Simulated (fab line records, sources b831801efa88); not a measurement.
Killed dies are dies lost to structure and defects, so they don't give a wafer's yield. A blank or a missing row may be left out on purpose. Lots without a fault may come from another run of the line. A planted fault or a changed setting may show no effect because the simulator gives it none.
One fault seen from 2 desks | flow gf180mcu | each desk has only its own numbers; what lay behind them comes last

THE TOOL OWNER'S DESK: pvd_sputter-01
The tool's own readings at GF_V1_SPUTTER_21 (material Ti, target thk 15 nm, time 80.02 s): means of the sampled wafers that have a number, for each lot that ran on this tool. A lot is out of limits, marked OUT, if its mean lies more than 4 standard deviations from the usual mean; the brackets give that distance.
Columns: A = chamber_pressure_pa at GF_V1_SPUTTER_21, usual 5.001 Pa; B = throttle_valve_pct at GF_V1_SPUTTER_21, usual 30.2 %
lot  | first seen here | A               | B
L492 | day 21 07:38    | 4.996           | 29.9
L500 | day 24 01:51    | 5.192 (+20) OUT | 29.3
L502 | day 24 16:43    | 5.191 (+20) OUT | 28.5
This desk's finding: out of limits on L500, L502; first on L500, day 24 01:51 (chamber_pressure_pa at GF_V1_SPUTTER_21). In limits: L492.

THE METROLOGY DESK
What the gauges read, lot by lot, whatever tool the lot ran on: means of the sampled wafers that have a number. A lot is out of limits, marked OUT, if its mean lies more than 4 standard deviations from the usual mean; the brackets give that distance.
Columns: A = cd_nm at GF_V1_CD_MEAS_14, usual 259.8 nm; B = V1_OVL at GF_V1_OVL_MEAS_15, usual 6 nm
lot  | first seen here | A     | B
L489 | day 20 03:27    | 260.6 | 10
L492 | day 21 06:50    | 258.8 | 17
L500 | day 24 01:02    | 260.4 | -1
L502 | day 24 15:55    | 260.8 | 10
L505 | day 25 08:51    | 258.5 | 10
L506 | day 25 16:39    | 260.0 | -0
This desk's finding: nothing out of limits on any of the 6 lots.

PUT TOGETHER
The tool owner's desk could have raised an alarm at day 24 01:51, on L500, L502.
The metrology desk saw nothing out of limits.
The metrology desk has L500, L502 on record, within its limits.
Of the lots named, all ran GF_V1_SPUTTER_21 on pvd_sputter-01.

WHAT THE SIMULATOR HAD PUT IN
Process parameter drift: pvd_sputter-01, from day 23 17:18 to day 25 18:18, at GF_V1_SPUTTER_21. Setting chamber_pressure_pa, moved by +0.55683, from 5. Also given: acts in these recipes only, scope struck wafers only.
Lots struck among those shown: L500, L502.
Hours from the fault's start to each desk's first reading out of limits: the tool owner's desk, 9.
